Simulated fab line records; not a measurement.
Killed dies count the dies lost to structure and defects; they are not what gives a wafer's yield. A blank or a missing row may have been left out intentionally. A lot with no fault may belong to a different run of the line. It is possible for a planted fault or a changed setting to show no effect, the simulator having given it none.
Which tool did it? | flow sfq-line | 14 lots, 42 wafers sampled, at 6 steps of a route of 325

WHAT EACH GAUGE READ, for each wafer
The record lacks any reading of a measuring or inspecting step that a usual standard deviation could be used to judge.

WHAT TOOL EACH LOT RAN ON (gives the tool, then ch and the chambers of the sampled wafers, and finally the start)
lot  | SFQ_TRILAYER_A5B_DEP_PECVD_129  | SFQ_TRILAYER_R5_DEP_SPUTTER_132 | SFQ_TRILAYER_R5_STRIP_STRIP_140   | SFQ_TRILAYER_M7_BARC_OPEN_METAL_ETCH_229 | SFQ_TRILAYER_M7_ETCH_METAL_ETCH_180 | SFQ_TRILAYER_I7_VIA_LITHO_EXPOSE_188
L878 | pecvd-03 ch 0,2, day 65 04:43   | pvd-sputter-05, day 65 11:02    | rie-metal-01 ch 0,1, day 65 14:02 | rie-metal-03 ch 0,1, day 78 18:58        | rie-metal-03 ch 0,1, day 78 19:05   | krf-scanner-01 ch 0, day 79 01:43
L879 | pecvd-03 ch 0,1,2, day 65 16:36 | pvd-sputter-04, day 66 03:14    | rie-metal-04 ch 1, day 67 06:31   | rie-metal-02 ch 0, day 78 20:11          | rie-metal-02 ch 0, day 78 20:21     | krf-scanner-01 ch 0, day 79 05:19
L880 | pecvd-01 ch 0,1,2, day 70 02:29 | pvd-sputter-04, day 70 06:47    | rie-metal-01 ch 1, day 74 11:13   | rie-metal-03 ch 0,1, day 83 06:13        | rie-metal-03 ch 0,1, day 83 06:16   | krf-scanner-01 ch 0, day 83 13:22
L881 | pecvd-03 ch 1,2, day 70 03:40   | pvd-sputter-06, day 70 09:32    | rie-metal-04 ch 0,1, day 74 12:18 | rie-metal-02 ch 0,1, day 83 10:07        | rie-metal-02 ch 0,1, day 83 10:10   | krf-scanner-01 ch 0, day 83 16:58
L882 | pecvd-02 ch 0,1, day 70 06:05   | pvd-sputter-04, day 70 10:23    | rie-metal-01 ch 0,1, day 74 13:30 | rie-metal-04 ch 0,1, day 83 11:19        | rie-metal-04 ch 0,1, day 83 11:22   | krf-scanner-01 ch 0, day 83 19:22
L883 | pecvd-01 ch 0,1,2, day 70 08:28 | pvd-sputter-04, day 70 12:46    | rie-metal-01 ch 0,1, day 74 18:18 | rie-metal-02 ch 0,1, day 83 12:31        | rie-metal-02 ch 0,1, day 83 12:34   | krf-scanner-01 ch 0, day 83 23:10
L887 | pecvd-02 ch 0,1,2, day 70 16:52 | pvd-sputter-05, day 70 21:46    | rie-metal-01 ch 0,1, day 75 01:30 | rie-metal-02 ch 0,1, day 83 23:19        | rie-metal-02 ch 0,1, day 83 23:22   | krf-scanner-01, day 84 14:22
L888 | pecvd-01 ch 0,1,2, day 70 18:04 | pvd-sputter-06, day 70 23:35    | rie-metal-01 ch 0,1, day 75 03:54 | rie-metal-02 ch 0,1, day 84 01:43        | rie-metal-02 ch 0,1, day 84 01:46   | krf-scanner-01, day 84 19:10
L896 | pecvd-01 ch 0,1, day 75 15:16   | pvd-sputter-06, day 75 19:34    | rie-metal-01 ch 0,1, day 79 20:23 | rie-metal-04 ch 0,1, day 88 09:51        | rie-metal-04 ch 0,1, day 88 09:55   | krf-scanner-01 ch 0, day 89 21:16
L897 | pecvd-02 ch 0,1,2, day 75 22:46 | pvd-sputter-06, day 76 03:12    | rie-metal-01 ch 0,1, day 80 04:47 | rie-metal-03 ch 1, day 88 18:15          | rie-metal-03 ch 1, day 88 18:19     | krf-scanner-01 ch 0, day 89 22:28
L898 | pecvd-02 ch 0,1,2, day 76 06:59 | pvd-sputter-04, day 76 11:17    | rie-metal-01 ch 0,1, day 80 15:35 | rie-metal-04 ch 0, day 91 13:34          | rie-metal-04 ch 0, day 91 13:41     | krf-scanner-01 ch 0, day 91 22:41
L899 | pecvd-01 ch 0,1,2, day 76 10:25 | pvd-sputter-05, day 76 14:43    | rie-metal-04 ch 0,1, day 80 19:23 | rie-metal-03 ch 0,1, day 91 18:23        | rie-metal-03 ch 0,1, day 91 18:28   | krf-scanner-01 ch 0, day 92 05:06
L900 | pecvd-03 ch 0,2, day 76 13:02   | pvd-sputter-06, day 76 17:20    | rie-metal-03 ch 0,1, day 80 21:35 | rie-metal-03 ch 0,1, day 91 20:46        | rie-metal-03 ch 0,1, day 91 20:50   | krf-scanner-01 ch 0, day 92 05:54
L901 | pecvd-02 ch 1,2, day 76 14:22   | pvd-sputter-04, day 76 18:39    | rie-metal-04 ch 0, day 80 23:59   | rie-metal-02 ch 0, day 91 23:10          | rie-metal-02 ch 0, day 91 23:14     | krf-scanner-01 ch 0, day 92 13:06
- SFQ_TRILAYER_A5B_DEP_PECVD_129: deposits SiO2 from SiH4/N2O, time 133.33 s, target thk 600 nm.
- SFQ_TRILAYER_R5_DEP_SPUTTER_132: material Ti, target thk 5 nm, time 5 s.
- SFQ_TRILAYER_R5_STRIP_STRIP_140: strips in O2.
- SFQ_TRILAYER_M7_BARC_OPEN_METAL_ETCH_229: etches BARC in O2, target depth 125 nm, time 41.7 s.
- SFQ_TRILAYER_M7_ETCH_METAL_ETCH_180: etches Nb in Cl2/Ar, stops on SiO2, target depth 240 nm, time 120 s.
- SFQ_TRILAYER_I7_VIA_LITHO_EXPOSE_188: exposes mask I7, target cd 1000 nm.

AS READ BY THE TOOLS THEMSELVES (means over the sampled wafers that have a number; for cases with no such wafer, the mark the record gives instead)
SFQ_TRILAYER_A5B_DEP_PECVD_129. Usual: heater-power-w 86 W, standard deviation 20; rf-fwd-power-W 182.5 W, standard deviation 0.59; throttle-valve-pct 24.9 %, standard deviation 1.1.
lot  | tool     | heater-power-w (W) | rf-fwd-power-W (W) | throttle-valve-pct (%) | flag
L878 | pecvd-03 | 89                 | 182.4              | 25.4                   |
L879 | pecvd-03 | 87                 | 182.3              | 24.6                   |
L880 | pecvd-01 | 82                 | 182.5              | 24.9                   |
L881 | pecvd-03 | 92                 | 182.0              | 24.6                   |
L882 | pecvd-02 | 93                 | 182.9              | 24.4                   |
L883 | pecvd-01 | 90                 | 182.6              | 25.1                   |
L887 | pecvd-02 | 91                 | 183.2              | 24.7                   |
L888 | pecvd-01 | 85                 | 182.1              | 25.2                   |
L896 | pecvd-01 | 99                 | 182.8              | 25.8                   |
L897 | pecvd-02 | 87                 | 182.2              | 24.9                   |
L898 | pecvd-02 | 91                 | 182.1              | 24.8                   |
L899 | pecvd-01 | 83                 | 182.8              | 25.7                   |
L900 | pecvd-03 | 75                 | 182.0              | 25.1                   |
L901 | pecvd-02 | 94                 | 182.6              | 25.0                   |

SFQ_TRILAYER_R5_DEP_SPUTTER_132. Usual: 29.7 % for throttle-valve-pct, sd 0.73.
lot  | tool           | throttle-valve-pct (%) | flag
L878 | pvd-sputter-05 | 29.7                   |
L879 | pvd-sputter-04 | 29.1                   |
L880 | pvd-sputter-04 | 29.6                   |
L881 | pvd-sputter-06 | 30.0                   |
L882 | pvd-sputter-04 | 29.2                   |
L883 | pvd-sputter-04 | 29.5                   |
L887 | pvd-sputter-05 | 29.9                   |
L888 | pvd-sputter-06 | 30.2                   |
L896 | pvd-sputter-06 | 29.7                   |
L897 | pvd-sputter-06 | 29.5                   |
L898 | pvd-sputter-04 | 29.4                   |
L899 | pvd-sputter-05 | 29.5                   |
L900 | pvd-sputter-06 | 30.3                   |
L901 | pvd-sputter-04 | 29.7                   |

SFQ_TRILAYER_R5_STRIP_STRIP_140. Usual: drypump-motor-current-A 5.51 A, standard deviation 0.23; oes-product-au 1.001 a.u., standard deviation 0.0066.
lot  | tool         | drypump-motor-current-A (A) | oes-product-au (a.u.) | flag
L878 | rie-metal-01 | 5.77                        | 1.004                 |
L879 | rie-metal-04 | 5.32                        | 1.001                 |
L880 | rie-metal-01 | 5.69                        | 1.007                 |
L881 | rie-metal-04 | 5.23                        | 1.001                 |
L882 | rie-metal-01 | 5.75                        | 1.001                 |
L883 | rie-metal-01 | 5.76                        | 1.005                 |
L887 | rie-metal-01 | 5.79                        | 1.002                 |
L888 | rie-metal-01 | 5.75                        | 0.998                 |
L896 | rie-metal-01 | 5.75                        | 1.001                 |
L897 | rie-metal-01 | 5.78                        | 1.002                 |
L898 | rie-metal-01 | 5.75                        | 1.001                 |
L899 | rie-metal-04 | 5.22                        | 0.992                 |
L900 | rie-metal-03 | 5.41                        | 0.994                 |
L901 | rie-metal-04 | 5.17                        | 0.993                 |

SFQ_TRILAYER_M7_BARC_OPEN_METAL_ETCH_229. Usual: bias-w 80.00 W, standard deviation 0.27; chamber-pressure-mTorr 10.000 mTorr, standard deviation 0.0097; drypump-motor-current-A 5.49 A, standard deviation 0.28; oes-product-au 0.685 a.u., standard deviation 0.0046; rf-fwd-power-W 593.4 W, standard deviation 2.3.
lot  | tool         | bias-w (W) | chamber-pressure-mTorr (mTorr) | drypump-motor-current-A (A) | oes-product-au (a.u.) | rf-fwd-power-W (W) | flag
L878 | rie-metal-03 | 79.73      | 9.992                          | 5.49                        | 0.687                 | 591.1              |
L879 | rie-metal-02 | 79.55      | 9.992                          | 6.02                        | 0.683                 | 596.4              |
L880 | rie-metal-03 | 79.98      | 10.001                         | 5.38                        | 0.686                 | 593.6              |
L881 | rie-metal-02 | 80.23      | 10.012                         | 5.94                        | 0.687                 | 594.0              |
L882 | rie-metal-04 | 79.79      | 9.998                          | 5.23                        | 0.688                 | 593.2              |
L883 | rie-metal-02 | 80.11      | 10.005                         | 5.90                        | 0.683                 | 595.9              |
L887 | rie-metal-02 | -          | -                              | -                           | -                     | -                  | OFF
L888 | rie-metal-02 | -          | -                              | -                           | -                     | -                  | OFF
L896 | rie-metal-04 | 80.16      | 9.999                          | 5.26                        | 0.683                 | 592.8              |
L897 | rie-metal-03 | 80.24      | 10.000                         | 5.32                        | 0.685                 | 591.5              |
L898 | rie-metal-04 | 80.26      | 10.000                         | 5.17                        | 0.684                 | 592.4              |
L899 | rie-metal-03 | 80.09      | 10.000                         | 5.50                        | 0.689                 | 593.6              |
L900 | rie-metal-03 | 79.82      | 10.000                         | 5.39                        | 0.682                 | 593.7              |
L901 | rie-metal-02 | 79.99      | 10.003                         | 6.01                        | 0.683                 | 593.0              |

SFQ_TRILAYER_M7_ETCH_METAL_ETCH_180. Usual: bias-w 80.01 W, standard deviation 0.24; chamber-pressure-mTorr 10.000 mTorr, standard deviation 0.0083; drypump-motor-current-A 5.48 A, standard deviation 0.28; oes-product-au 0.894 a.u., standard deviation 0.0062; rf-fwd-power-W 596.8 W, standard deviation 2.1.
lot  | tool         | bias-w (W) | chamber-pressure-mTorr (mTorr) | drypump-motor-current-A (A) | oes-product-au (a.u.) | rf-fwd-power-W (W) | flag
L878 | rie-metal-03 | 79.94      | 10.003                         | 5.50                        | 0.899                 | 596.9              |
L879 | rie-metal-02 | 79.54      | 10.002                         | 6.00                        | 0.896                 | 596.2              |
L880 | rie-metal-03 | 80.10      | 9.996                          | 5.41                        | 0.897                 | 595.2              |
L881 | rie-metal-02 | 79.80      | 9.995                          | 5.90                        | 0.898                 | 597.5              |
L882 | rie-metal-04 | 79.99      | 10.004                         | 5.22                        | 0.885                 | 596.9              |
L883 | rie-metal-02 | 80.28      | 10.000                         | 5.91                        | 0.895                 | 598.4              |
L887 | rie-metal-02 | 80.00      | 10.005                         | 5.91                        | 0.374                 | 596.8              | OFF
L888 | rie-metal-02 | 79.93      | 10.001                         | 5.93                        | 0.377                 | 597.1              | OFF
L896 | rie-metal-04 | 80.26      | 10.015                         | 5.28                        | 0.899                 | 594.8              |
L897 | rie-metal-03 | 79.70      | 9.995                          | 5.31                        | 0.886                 | 594.9              |
L898 | rie-metal-04 | 80.03      | 10.002                         | 5.17                        | 0.902                 | 597.9              |
L899 | rie-metal-03 | 79.99      | 10.002                         | 5.51                        | 0.896                 | 596.4              |
L900 | rie-metal-03 | 80.12      | 9.990                          | 5.44                        | 0.897                 | 596.5              |
L901 | rie-metal-02 | 79.92      | 10.003                         | 5.96                        | 0.896                 | 600.3              |

SFQ_TRILAYER_I7_VIA_LITHO_EXPOSE_188. Usual: exposure-dose-mJ-cm2 21.303, standard deviation 0.021; focus-offset-nm 0.0 nm, standard deviation 0.5.
lot  | tool           | exposure-dose-mJ-cm2 | focus-offset-nm (nm) | flag
L878 | krf-scanner-01 | 21.285               | -0.1                 |
L879 | krf-scanner-01 | 21.288               | -0.2                 |
L880 | krf-scanner-01 | 21.285               | 0.7                  |
L881 | krf-scanner-01 | 21.293               | -0.1                 |
L882 | krf-scanner-01 | 21.321               | 0.0                  |
L883 | krf-scanner-01 | 21.306               | 0.3                  |
L887 | krf-scanner-01 | -                    | -                    | OFF
L888 | krf-scanner-01 | -                    | -                    | OFF
L896 | krf-scanner-01 | 21.318               | -0.2                 |
L897 | krf-scanner-01 | 21.306               | -0.3                 |
L898 | krf-scanner-01 | 21.314               | 0.0                  |
L899 | krf-scanner-01 | 21.324               | 0.4                  |
L900 | krf-scanner-01 | 21.300               | -0.5                 |
L901 | krf-scanner-01 | 21.330               | 0.1                  |

THE ANSWER, worked out from the rows above alone
Rule: lot off if the mean of its wafers having a number is beyond 3 standard deviations from the usual mean. Also off: a lot with no number at a reading for which 4 or more lots have one. Where the step has rows for the other lots, those lots are counted as sound. After the gauges, taken in route order, come the tools' own readings; for these a lot's mean is taken, as printed above. At the first step where some lot is off, the reading lying furthest off is the one used; lots without a number count as furthest.
Off, at SFQ_TRILAYER_M7_BARC_OPEN_METAL_ETCH_229 on bias-w: L887, L888. Without a number there: L887, L888.
A tool fits if, at that step or a process step before it, it ran every lot that is off, and no sound lot after the first of them. No candidate that was tried fits.

WHAT THE SIMULATOR HAD PUT IN
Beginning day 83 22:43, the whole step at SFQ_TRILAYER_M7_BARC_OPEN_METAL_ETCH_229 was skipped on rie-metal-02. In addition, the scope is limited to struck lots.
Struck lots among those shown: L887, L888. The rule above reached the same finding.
